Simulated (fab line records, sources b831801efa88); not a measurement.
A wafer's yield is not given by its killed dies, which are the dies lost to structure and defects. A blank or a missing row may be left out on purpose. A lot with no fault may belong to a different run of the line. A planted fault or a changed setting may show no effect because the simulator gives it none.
fab line records    flow sky130
record: lots: 6  wafers: 18  lastDay: 50
route steps=708 shown METAL1@440
lots that met no fault: from a run of the same line without faults
startH: hours from the record's opening day to when the first of the lot's shown wafers began    waitH: how many hours have passed since the lot's step before this one    " unchanged from the row above    L1.1+2: a single row standing in for several wafers    - either no value or no given start    * or withheld: withheld    < > ~ a bound
route shown NAME@n: NAME is a module with steps in the file, n the number in the route of the first one    usual: the fault-free wafers' mean and standard deviation    same: alike in all rows    chamber/n: place in a boat    sites: readings site by site    _std_site: the standard deviation of these    _edge_site: the outer-site mean with the inner-site mean subtracted    radiusMm: how far each site lies from the wafer's centre    mask NAME#n: copy n    behind: tool/chamber where the wafer was last shaped    hold: reason for holding the lot/hours on hold/outcome of the hold    device: which transistor (n, p or np) failed to switch    end of line: the route-end tests of the same wafers    step lacking rows: just its recipe    killed: the dies lost at the first sort to structure and to defects; this is not the yield of the wafer    map: dies across one wafer; x = killed, . = not, _ = none there
set.NAME: setting as actually run; set.NAME@STEP: the setting as run at that earlier step    model.NAME: the simulator's own value behind a step, which no gauge read
lots at selected steps of the route; one table per step, one row per wafer
services: from which hour (startH, from the record's first day; less than 0 if before it) a tool's chamber was out of use, for how many hours, and why
== steps ==
step: SKY_METAL1_THK_MEAS_06
recipe: thkMeasGauge: xrf  reads: AlCu_of_METAL1_SPUTTER_02
usual: METAL1_ALCU_THK: 252/3.4
lot.wafer  tool          chamber  startH  waitH  METAL1_ALCU_THK[nm]
L802.1     filmMetro-04  -        735.48  0.1    254
L802.3     "             -        "       "      257
L802.4     "             -        "       "      253
L803.1     filmMetro-03  -        753.88  0.1    248
L803.2     "             -        "       "      253
L803.4     "             -        "       "      252
L813.2     filmMetro-03  -        823.55  0.1    244
L813.5     "             -        "       "      248
L813.6     "             -        "       "      249
L814.1     filmMetro-03  -        839.05  0.1    252
L814.2     "             -        "       "      255
L814.4     "             -        "       "      252
L822.2     filmMetro-03  -        893.57  0.1    253
L822.3     "             -        "       "      256
L822.4     "             -        "       "      257
L825.1     filmMetro-03  -        908.43  0.1    251
L825.2     "             -        "       "      251
L825.4     "             -        "       "      253
step: SKY_METAL1_DEHYDRATE_07
recipe: tempC: 200  timeS: 60
step: SKY_METAL1_HMDS_08
recipe: primeTimeS: 60  primeTempC: 120
step: SKY_METAL1_COAT_09
recipe: resist: BARC  tempC: withheld  timeS: withheld  spinRpm: 3000  resistThkNm: 60
step: SKY_METAL1_COAT_10
recipe: resist: KrF-thick  spinRpm: 3000  resistThkNm: 450
step: SKY_METAL1_SOFTBAKE_11
recipe: tempC: 100  timeS: 90  resist: KrF-thick
step: SKY_METAL1_EXPOSE_12
recipe: maskId: MM1  na: 0.8  sourceShape: annular  sigmaInner: 0.55  sigmaOuter: 0.85  targetCdNm: 140  doseMj: 28
step: SKY_METAL1_PEB_13
recipe: pebTempC: withheld  pebTimeS: withheld  resist: KrF-thick
step: SKY_METAL1_DEVELOP_14
recipe: developTimeS: 60  resist: KrF-thick  devTempC: 21
step: SKY_METAL1_CD_MEAS_15
recipe: targetCdNm: 140
usual: cdNm: 139.8/1.7
lot.wafer  tool      chamber  startH  waitH  cdNm
L802.1     cdSem-01  -        763.27  -      138.2
L802.3     "         -        "       "      138.8
L802.4     "         -        "       "      138.1
L803.1     cdSem-01  -        780.60  -      139.2
L803.2     "         -        "       "      138.5
L803.4     "         -        "       "      139.5
L813.2     cdSem-01  -        849.19  -      138.4
L813.5     "         -        "       "      137.8
L813.6     "         -        "       "      138.9
L814.1     cdSem-02  -        864.81  -      138.7
L814.2     "         -        "       "      139.6
L814.4     "         -        "       "      140.1
L822.2     cdSem-01  -        918.84  -      140.6
L822.3     "         -        "       "      140.2
L822.4     "         -        "       "      140.4
L825.1     cdSem-01  -        934.12  -      141.5
L825.2     "         -        "       "      141.5
L825.4     "         -        "       "      141.5
step: SKY_METAL1_OVL_MEAS_16
usual: METAL1_OVL: 1/5.6
lot.wafer  tool        chamber  startH  waitH  METAL1_OVL[nm]
L802.1     overlay-01  -        763.39  0.1    -5
L802.3     "           -        "       "      3
L802.4     "           -        "       "      -6
L803.1     overlay-02  -        780.72  0.1    9
L803.2     "           -        "       "      9
L803.4     "           -        "       "      11
L813.2     overlay-02  -        849.30  0.1    -2
L813.5     "           -        "       "      -2
L813.6     "           -        "       "      -4
L814.1     overlay-02  -        864.93  0.1    10
L814.2     "           -        "       "      3
L814.4     "           -        "       "      0
L822.2     overlay-01  -        918.95  0.1    6
L822.3     "           -        "       "      4
L822.4     "           -        "       "      10
L825.1     overlay-02  -        934.24  0.1    2
L825.2     "           -        "       "      0
L825.4     "           -        "       "      -1
step: SKY_METAL1_DESCUM_17
recipe: chemistry: O2  sourcePowerW: 150  biasPowerW: 0  pressureMtorr: 10  tempC: 40  timeS: 8
usual: drypumpMotorCurrentA: 5.62/0.19  oesProductAu: 0.999/0.0093
lot.wafer  tool         chamber  startH  waitH  drypumpMotorCurrentA  oesProductAu  rfHoursCounterH
L802.1     rieMetal-02  1        763.43  0.0    5.71                  1.001         7.4
L802.3     "            1        "       "      5.70                  0.996         -
L802.4     "            0        "       "      5.79                  0.986         -
L803.1     rieMetal-03  1        780.76  0.0    5.29                  1.007         8.2
L803.2     "            0        "       "      5.50                  0.983         13.5
L803.4     "            0        "       "      5.49                  1.002         -
L813.2     rieMetal-02  0        849.33  0.0    5.77                  0.989         13.5
L813.5     "            0        "       "      5.76                  0.985         -
L813.6     "            1        "       "      5.71                  0.991         -
L814.1     rieMetal-02  0        864.96  0.0    5.78                  0.998         14.3
L814.2     "            1        "       "      5.72                  1.008         11.5
L814.4     "            0        "       "      5.77                  0.980         -
L822.2     rieMetal-01  0        918.98  0.0    5.84                  1.005         15.2
L822.3     "            1        "       "      5.53                  0.997         -
L822.4     "            0        "       "      5.84                  0.996         -
L825.1     rieMetal-01  0        934.28  0.0    5.82                  1.000         16.2
L825.2     "            1        "       "      5.50                  0.994         13.8
L825.4     "            1        "       "      5.55                  0.995         -
step: SKY_METAL1_ETCH_18
recipe: chemistry: N2/H2  target: BARC  ionEnergyEv: 200  biasW: 100  pressureMtorr: 30  n2FlowSccm: 100  h2FlowSccm: 200  icpW: 500  stopOn: SiO2  timeS: 45.9  targetDepthA: 600
usual: drypumpMotorCurrentA: 5.63/0.19  oesProductAu: 0.854/0.0048  runLengthS: 74.5/1.1  throttleValvePct: 13.225/0.0097
lot.wafer  tool         chamber  startH  waitH  drypumpMotorCurrentA  oesProductAu  rfHoursCounterH  runLengthS  throttleValvePct  model.KrF-thick_of_METAL1_COAT_10.thkNm
L802.1     rieMetal-02  1        763.46  0.0    5.69                  0.854         7.4              73.4        13.231            393.7
L802.3     "            1        "       "      5.71                  0.852         -                73.8        13.225            392.2
L802.4     "            0        "       "      5.76                  0.855         -                74.0        13.235            393.6
L803.1     rieMetal-03  1        780.79  0.0    5.33                  0.853         8.3              74.4        13.227            392.2
L803.2     "            0        "       "      5.50                  0.860         13.5             74.1        13.208            392.7
L803.4     "            0        "       "      5.49                  0.855         -                74.1        13.228            394
L813.2     rieMetal-02  0        849.36  0.0    5.80                  0.951         13.5             69.3        13.238            397.3
L813.5     "            0        "       "      5.81                  0.962         -                68.7        13.248            397.7
L813.6     "            1        "       "      5.71                  0.955         -                68.6        13.227            397.2
L814.1     rieMetal-02  0        864.99  0.0    5.78                  0.958         14.3             68.7        13.230            397
L814.2     "            1        "       "      5.72                  0.952         11.5             68.2        13.223            395.3
L814.4     "            0        "       "      5.78                  0.952         -                68.8        13.241            397.1
L822.2     rieMetal-01  0        919.01  0.0    5.83                  0.852         15.2             74.2        13.224            390.6
L822.3     "            1        "       "      5.55                  0.856         -                74.5        13.216            390.1
L822.4     "            0        "       "      5.82                  0.843         -                74.1        13.241            392.6
L825.1     rieMetal-01  0        934.32  0.0    5.82                  0.857         16.2             77.2        13.215            394.5
L825.2     "            1        "       "      5.53                  0.862         13.8             77.4        13.226            392.5
L825.4     "            1        "       "      5.56                  0.850         -                77.4        13.209            393.1
step: SKY_METAL1_METAL_ETCH_19
recipe: targetDepthA: 3600  stopOn: SiO2  overEtchFrac: 0.3  timeS: 78  chemistry: Cl2/BCl3  resistSidewallDeg: 88  pressureMtorr: 10  icpW: 900  biasW: 48.5  Cl2_flow_sccm: 60  bcl3FlowSccm: 30
usual: bcl3FlowSccm: 30.00/0.08  drypumpMotorCurrentA: 5.62/0.19  oesProductAu: 0.856/0.0057  runLengthS: 106.6/1  throttleValvePct: 22.265/0.0096
lot.wafer  tool         chamber  startH  waitH  bcl3FlowSccm  drypumpMotorCurrentA  oesProductAu  rfHoursCounterH  runLengthS  throttleValvePct
L802.1     rieMetal-02  1        763.52  0.0    30.01         5.70                  0.855         7.4              106.0       22.262
L802.3     "            1        "       "      29.98         5.69                  0.865         -                106.1       22.259
L802.4     "            0        "       "      29.99         5.76                  0.847         -                106.1       22.261
L803.1     rieMetal-03  1        780.86  0.0    29.88         5.30                  0.852         8.3              106.6       22.269
L803.2     "            0        "       "      30.05         5.46                  0.853         13.6             106.1       22.249
L803.4     "            0        "       "      29.89         5.47                  0.855         -                106.5       22.275
L813.2     rieMetal-02  0        849.42  0.0    30.05         5.75                  0.844         13.5             106.0       22.261
L813.5     "            0        "       "      30.06         5.79                  0.851         -                106.3       22.261
L813.6     "            1        "       "      29.95         5.71                  0.848         -                105.5       22.264
L814.1     rieMetal-02  0        865.06  0.0    30.15         5.76                  0.857         14.3             106.4       22.287
L814.2     "            1        "       "      30.01         5.70                  0.853         11.5             105.7       22.251
L814.4     "            0        "       "      30.06         5.79                  0.861         -                106.1       22.266
L822.2     rieMetal-01  0        919.07  0.0    29.96         5.83                  0.860         15.2             106.2       22.265
L822.3     "            1        "       "      30.04         5.55                  0.870         -                106.8       22.257
L822.4     "            0        "       "      30.08         5.81                  0.858         -                106.2       22.259
L825.1     rieMetal-01  0        934.41  0.1    29.92         5.81                  0.855         16.3             109.3       22.263
L825.2     "            1        "       "      29.99         5.57                  0.852         13.8             109.7       22.260
L825.4     "            1        "       "      30.02         5.54                  0.859         -                109.7       22.273
== services ==
tool         chamber  startH  hours  kind
rieMetal-02  -        748.76  1.5    repair
rieMetal-03  0        822.01  -      clean
rieMetal-03  0        822.01  21.8   scheduledDown
rieMetal-03  0        822.01  21.8   ventCycle
rieMetal-03  -        888.85  2.8    pm
rieMetal-02  1        909.40  12.3   repair
== key ==
firstSign: step: SKY_METAL1_ETCH_18  reading: oesProductAu  direction: up  sigmas: 21  usual: 0.854  struck: 0.955
effect: step: SKY_METAL1_ETCH_18  reading: runLengthS  direction: down  sigmas: 5.5  usual: *  struck: *
modelEffect: step: SKY_METAL1_ETCH_18  value: KrF-thick_of_METAL1_COAT_10.thkNm  without: 392  struck: 396.9
metAt SKY_METAL1_ETCH_18
struckWafers L813.2,L813.5,L813.6,L814.1,L814.2,L814.4
onsetBetween 763.46 849.36
fault: kind: processParameterDrift  tool: rieMetal-02  chamber: -  onsetH: 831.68  steps: SKY_METAL1_ETCH_18  channel: timeS  offset: *  shape: step  endH: 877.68  actsIn: *  stated: *
